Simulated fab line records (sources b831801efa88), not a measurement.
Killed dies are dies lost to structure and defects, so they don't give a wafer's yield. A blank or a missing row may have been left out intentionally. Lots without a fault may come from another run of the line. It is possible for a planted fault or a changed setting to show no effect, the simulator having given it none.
fab line records ; flow gf180mcu
record: lots: 14; wafers: 42; lastDay: 34
route steps=602 shown V1@356 M2@366
lots that met no fault: from a run of the same line without faults
startH: the number of hours between the record's first day and the start of the first shown wafer of the lot ; waitH: how many hours have passed since the lot's step before this one ; " as in the row above ; L1.1+2: a row that stands for several wafers ; - either no value or no given start ; * or withheld: withheld ; < > ~ a bound
route shown NAME@n: NAME is a module with steps in the file, n the number in the route of the first one ; usual: the fault-free wafers' mean and standard deviation ; same: alike in all rows ; chamber/n: place in a boat ; sites: per-site readings ; _std_site: how widely they spread, as a standard deviation ; _edge_site: outer sites' mean less inner sites' ; radiusMm: for every site, how far away it sits from the centre of the wafer ; mask NAME#n: copy n ; behind: the tool/chamber that last shaped the wafer ; hold: what put the lot on hold/how long, in hours/how the hold closed ; device: names the non-switching transistor (n, p or np) ; end of line: the tests these same wafers got at the end of their route ; a step without rows: its recipe alone ; killed: count of dies lost to structure and defects at first sort (not the wafer's yield) ; map: per-die view of a wafer (x killed, . not killed, _ where there is no die)
set.NAME: the setting as run; set.NAME@STEP: as run at that earlier step ; model.NAME: the simulator's own value behind a step, which no gauge read
route steps across a sampled set of lots; one table per step, one row per wafer
services: when a tool's chamber went out of use (startH, in hours from the record's first day, below 0 if earlier), for how many hours, and the reason
== steps ==
step: GF_V1_SPUTTER_21
recipe: material: Ti; targetThkNm: 15; chamberPressurePa: 5; powerW: 2446; substrateTempC: 200; timeS: 80.02
usual: throttleValvePct: 30.1/0.99
lot.wafer;tool;chamber;startH;waitH;throttleValvePct
L563.1;pvdSputter-03;-;405.01;0.0;30.2
L563.3;pvdSputter-03;-;405.01;0.0;30.1
L563.4;pvdSputter-03;-;405.01;0.0;31.1
L564.4;pvdSputter-02;-;414.67;0.0;29.8
L564.5;pvdSputter-02;-;414.67;0.0;29.8
L564.6;pvdSputter-02;-;414.67;0.0;30.2
L567.1;pvdSputter-01;-;442.69;0.0;28.7
L567.3;pvdSputter-01;-;442.69;0.0;31.0
L567.4;pvdSputter-01;-;442.69;0.0;29.3
L570.2;pvdSputter-02;-;476.28;0.0;29.1
L570.3;pvdSputter-02;-;476.28;0.0;30.9
L570.4;pvdSputter-02;-;476.28;0.0;29.6
L571.1;pvdSputter-01;-;489.78;0.0;31.6
L571.3;pvdSputter-01;-;489.78;0.0;29.1
L571.5;pvdSputter-01;-;489.78;0.0;28.9
L575.1;pvdSputter-01;-;520.97;0.0;29.2
L575.2;pvdSputter-01;-;520.97;0.0;28.4
L575.4;pvdSputter-01;-;520.97;0.0;31.0
L576.1;pvdSputter-02;-;529.77;0.0;30.1
L576.4;pvdSputter-02;-;529.77;0.0;31.1
L576.5;pvdSputter-02;-;529.77;0.0;30.8
L577.1;pvdSputter-02;-;536.54;0.0;31.0
L577.3;pvdSputter-02;-;536.54;0.0;30.2
L577.5;pvdSputter-02;-;536.54;0.0;28.5
L578.3;pvdSputter-02;-;539.79;0.0;31.0
L578.5;pvdSputter-02;-;539.79;0.0;28.7
L578.6;pvdSputter-02;-;539.79;0.0;29.7
L579.1;pvdSputter-02;-;553.17;0.0;30.4
L579.5;pvdSputter-02;-;553.17;0.0;29.6
L579.6;pvdSputter-02;-;553.17;0.0;29.9
L580.1;pvdSputter-03;-;565.67;0.0;29.9
L580.3;pvdSputter-03;-;565.67;0.0;31.9
L580.5;pvdSputter-03;-;565.67;0.0;32.0
L582.4;pvdSputter-02;-;578.77;0.0;30.7
L582.5;pvdSputter-02;-;578.77;0.0;29.9
L582.6;pvdSputter-02;-;578.77;0.0;29.6
L584.1;pvdSputter-03;-;593.79;0.0;31.2
L584.2;pvdSputter-03;-;593.79;0.0;29.9
L584.6;pvdSputter-03;-;593.79;0.0;30.0
L585.2;pvdSputter-01;-;605.87;0.0;30.9
L585.3;pvdSputter-01;-;605.87;0.0;29.0
L585.4;pvdSputter-01;-;605.87;0.0;31.5
step: GF_V1_CVD_23
recipe: material: W; targetThkNm: 350; timeS: 105.05; tempC: 400; pressureTorr: 40
usual: heaterPowerW: 804/110
lot.wafer;tool;chamber;startH;waitH;heaterPowerW
L563.1;cvdW-02;0;405.11;0.0;818
L563.3;cvdW-02;1;405.11;0.0;923
L563.4;cvdW-02;0;405.11;0.0;830
L564.4;cvdW-01;1;414.80;0.1;837
L564.5;cvdW-01;1;414.80;0.1;853
L564.6;cvdW-01;0;414.80;0.1;664
L567.1;cvdW-01;0;442.79;0.0;657
L567.3;cvdW-01;0;442.79;0.0;671
L567.4;cvdW-01;0;442.79;0.0;662
L570.2;cvdW-01;1;476.48;0.0;834
L570.3;cvdW-01;1;476.48;0.0;863
L570.4;cvdW-01;0;476.48;0.0;666
L571.1;cvdW-01;0;489.88;0.0;653
L571.3;cvdW-01;0;489.88;0.0;657
L571.5;cvdW-01;1;489.88;0.0;868
L575.1;cvdW-01;1;521.07;0.0;855
L575.2;cvdW-01;0;521.07;0.0;670
L575.4;cvdW-01;0;521.07;0.0;666
L576.1;cvdW-01;0;529.87;0.0;665
L576.4;cvdW-01;1;529.87;0.0;881
L576.5;cvdW-01;0;529.87;0.0;678
L577.1;cvdW-02;1;536.64;0.0;929
L577.3;cvdW-02;1;536.64;0.0;939
L577.5;cvdW-02;1;536.64;0.0;970
L578.3;cvdW-02;1;539.93;0.1;950
L578.5;cvdW-02;1;539.93;0.1;925
L578.6;cvdW-02;0;539.93;0.1;844
L579.1;cvdW-02;1;553.27;0.0;937
L579.5;cvdW-02;0;553.27;0.0;826
L579.6;cvdW-02;1;553.27;0.0;952
L580.1;cvdW-01;0;565.77;0.0;676
L580.3;cvdW-01;1;565.77;0.0;884
L580.5;cvdW-01;0;565.77;0.0;658
L582.4;cvdW-01;1;578.91;0.1;842
L582.5;cvdW-01;1;578.91;0.1;856
L582.6;cvdW-01;0;578.91;0.1;686
L584.1;cvdW-01;0;593.89;0.0;674
L584.2;cvdW-01;1;593.89;0.0;872
L584.6;cvdW-01;0;593.89;0.0;668
L585.2;cvdW-02;0;605.97;0.0;841
L585.3;cvdW-02;1;605.97;0.0;964
L585.4;cvdW-02;0;605.97;0.0;826
step: GF_M2_SPUTTER_04
recipe: material: TiN; targetThkNm: 50; powerW: 6500; timeS: 41.7; chamberPressurePa: 0.4
usual: throttleValvePct: 30.2/1.3
lot.wafer;tool;chamber;startH;waitH;throttleValvePct
L563.1;pvdSputter-02;-;406.06;0.0;30.1
L563.3;pvdSputter-02;-;406.06;0.0;28.7
L563.4;pvdSputter-02;-;406.06;0.0;29.6
L564.4;pvdSputter-03;-;415.54;0.0;30.0
L564.5;pvdSputter-03;-;415.54;0.0;29.9
L564.6;pvdSputter-03;-;415.54;0.0;31.7
L567.1;pvdSputter-02;-;443.68;0.0;30.9
L567.3;pvdSputter-02;-;443.68;0.0;30.0
L567.4;pvdSputter-02;-;443.68;0.0;29.6
L570.2;pvdSputter-03;-;477.25;0.0;30.0
L570.3;pvdSputter-03;-;477.25;0.0;31.7
L570.4;pvdSputter-03;-;477.25;0.0;30.8
L571.1;pvdSputter-04;-;490.66;0.0;30.0
L571.3;pvdSputter-04;-;490.66;0.0;30.0
L571.5;pvdSputter-04;-;490.66;0.0;32.1
L575.1;pvdSputter-04;-;521.85;0.0;30.0
L575.2;pvdSputter-04;-;521.85;0.0;30.0
L575.4;pvdSputter-04;-;521.85;0.0;27.0
L576.1;pvdSputter-04;-;530.72;0.0;27.0
L576.4;pvdSputter-04;-;530.72;0.0;31.9
L576.5;pvdSputter-04;-;530.72;0.0;26.8
L577.1;pvdSputter-03;-;537.41;0.0;30.9
L577.3;pvdSputter-03;-;537.41;0.0;29.8
L577.5;pvdSputter-03;-;537.41;0.0;30.0
L578.3;pvdSputter-04;-;540.66;0.0;30.0
L578.5;pvdSputter-04;-;540.66;0.0;30.1
L578.6;pvdSputter-04;-;540.66;0.0;26.9
L579.1;pvdSputter-03;-;554.05;0.0;31.7
L579.5;pvdSputter-03;-;554.05;0.0;30.2
L579.6;pvdSputter-03;-;554.05;0.0;31.9
L580.1;pvdSputter-02;-;566.55;0.0;30.0
L580.3;pvdSputter-02;-;566.55;0.0;29.6
L580.5;pvdSputter-02;-;566.55;0.0;29.5
L582.4;pvdSputter-03;-;579.66;0.0;30.1
L582.5;pvdSputter-03;-;579.66;0.0;30.9
L582.6;pvdSputter-03;-;579.66;0.0;31.8
L584.1;pvdSputter-02;-;594.66;0.0;29.6
L584.2;pvdSputter-02;-;594.66;0.0;31.2
L584.6;pvdSputter-02;-;594.66;0.0;29.4
L585.2;pvdSputter-02;-;606.75;0.0;29.1
L585.3;pvdSputter-02;-;606.75;0.0;29.6
L585.4;pvdSputter-02;-;606.75;0.0;30.8
step: GF_M2_DEVELOP_13
recipe: developTimeS: 60; devTempC: 21
usual: chillPlateTempC: 23.02/0.12; developTimeS: 60/0
lot.wafer;tool;chamber;startH;waitH;chillPlateTempC;developTimeS
L563.1;lithoTrack-02;0;430.06;0.2;23.12;60
L563.3;lithoTrack-02;0;430.06;0.2;22.94;60
L563.4;lithoTrack-02;0;430.06;0.2;23.10;60
L564.4;lithoTrack-01;0;439.45;0.1;23.07;60
L564.5;lithoTrack-01;0;439.45;0.1;23.02;60
L564.6;lithoTrack-01;0;439.45;0.1;23.02;60
L567.1;lithoTrack-01;0;467.87;0.2;23.13;60
L567.3;lithoTrack-01;0;467.87;0.2;22.85;60
L567.4;lithoTrack-01;0;467.87;0.2;23.02;60
L570.2;lithoTrack-01;-;501.20;0.2;-;-
L570.3;lithoTrack-01;-;501.20;0.2;-;-
L570.4;lithoTrack-01;-;501.20;0.2;-;-
L571.1;lithoTrack-04;-;514.06;0.2;-;-
L571.3;lithoTrack-04;-;514.06;0.2;-;-
L571.5;lithoTrack-04;-;514.06;0.2;-;-
L575.1;lithoTrack-04;0;544.11;0.2;22.91;60
L575.2;lithoTrack-04;0;544.11;0.2;22.80;60
L575.4;lithoTrack-04;0;544.11;0.2;22.71;60
L576.1;lithoTrack-01;0;553.07;0.2;23.09;60
L576.4;lithoTrack-01;0;553.07;0.2;23.06;60
L576.5;lithoTrack-01;0;553.07;0.2;22.97;60
L577.1;lithoTrack-01;0;559.42;0.2;23.03;60
L577.3;lithoTrack-01;0;559.42;0.2;22.87;60
L577.5;lithoTrack-01;0;559.42;0.2;22.97;60
L578.3;lithoTrack-01;0;563.32;0.1;23.14;60
L578.5;lithoTrack-01;0;563.32;0.1;23.08;60
L578.6;lithoTrack-01;0;563.32;0.1;22.97;60
L579.1;lithoTrack-04;0;576.11;0.2;23.00;60
L579.5;lithoTrack-04;0;576.11;0.2;23.12;60
L579.6;lithoTrack-04;0;576.11;0.2;22.93;60
L580.1;lithoTrack-01;0;587.97;0.2;22.99;60
L580.3;lithoTrack-01;0;587.97;0.2;23.14;60
L580.5;lithoTrack-01;0;587.97;0.2;22.98;60
L582.4;lithoTrack-04;0;600.68;0.1;23.09;60
L582.5;lithoTrack-04;0;600.68;0.1;23.10;60
L582.6;lithoTrack-04;0;600.68;0.1;22.97;60
L584.1;lithoTrack-02;0;615.31;0.2;23.11;60
L584.2;lithoTrack-02;0;615.31;0.2;23.14;60
L584.6;lithoTrack-02;0;615.31;0.2;23.03;60
L585.2;lithoTrack-02;0;627.88;0.2;22.98;60
L585.3;lithoTrack-02;0;627.88;0.2;22.96;60
L585.4;lithoTrack-02;0;627.88;0.2;22.98;60
== services ==
tool;chamber;startH;hours;kind
cvdW-01;-;390.00;14.0;pm
cvdW-01;0;390.00;14.0;ventCycle
cvdW-01;1;390.00;14.0;ventCycle
cvdW-01;0;404.00;-;clean
cvdW-01;1;404.00;-;clean
cvdW-02;-;420.74;0.7;repair
cvdW-01;1;433.12;15.9;repair
pvdSputter-01;-;434.88;4.9;repair
pvdSputter-04;-;437.73;4.5;repair
pvdSputter-02;-;441.46;2.0;repair
cvdW-01;-;451.17;6.9;pm
pvdSputter-02;-;454.16;1.8;repair
cvdW-01;0;472.56;2.0;repair
pvdSputter-01;-;473.68;1.7;repair
cvdW-02;0;483.28;2.1;repair
cvdW-02;0;489.87;4.2;repair
cvdW-01;0;496.93;8.1;repair
pvdSputter-04;-;524.49;0.7;repair
pvdSputter-04;-;530.81;2.1;repair
pvdSputter-01;-;568.82;0.5;repair
cvdW-01;1;600.29;14.5;repair
pvdSputter-02;-;614.78;1.8;repair
== key ==
firstSign: step: GF_M2_DEVELOP_13; reading: toolRecord; direction: missing
effect none on later readings
metAt GF_M2_DEVELOP_13
struckLots L570,L571
laterRowsLeftOut L570.2,L570.3,L570.4,L571.1,L571.3,L571.5
sortLeftOut L570.2,L570.3,L570.4,L571.1,L571.3,L571.5
notActingAt GF_V1_SPUTTER_21,GF_V1_CVD_23,GF_M2_SPUTTER_04
onsetBetween 467.87 501.20
fault: kind: skippedStepWhole; tool: lithoTrack-01,lithoTrack-04; chamber: -; onsetH: 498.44; steps: GF_M2_DEVELOP_13; scope: struckLotsOnly
sortLeftOut: the simulated sort isn't trusted on such a fault, so these wafers' sort isn't shown, and their yield isn't known
laterRowsLeftOut: the simulator's readings of these wafers behind a module that went badly wrong aren't trusted and aren't shown, but for the sort
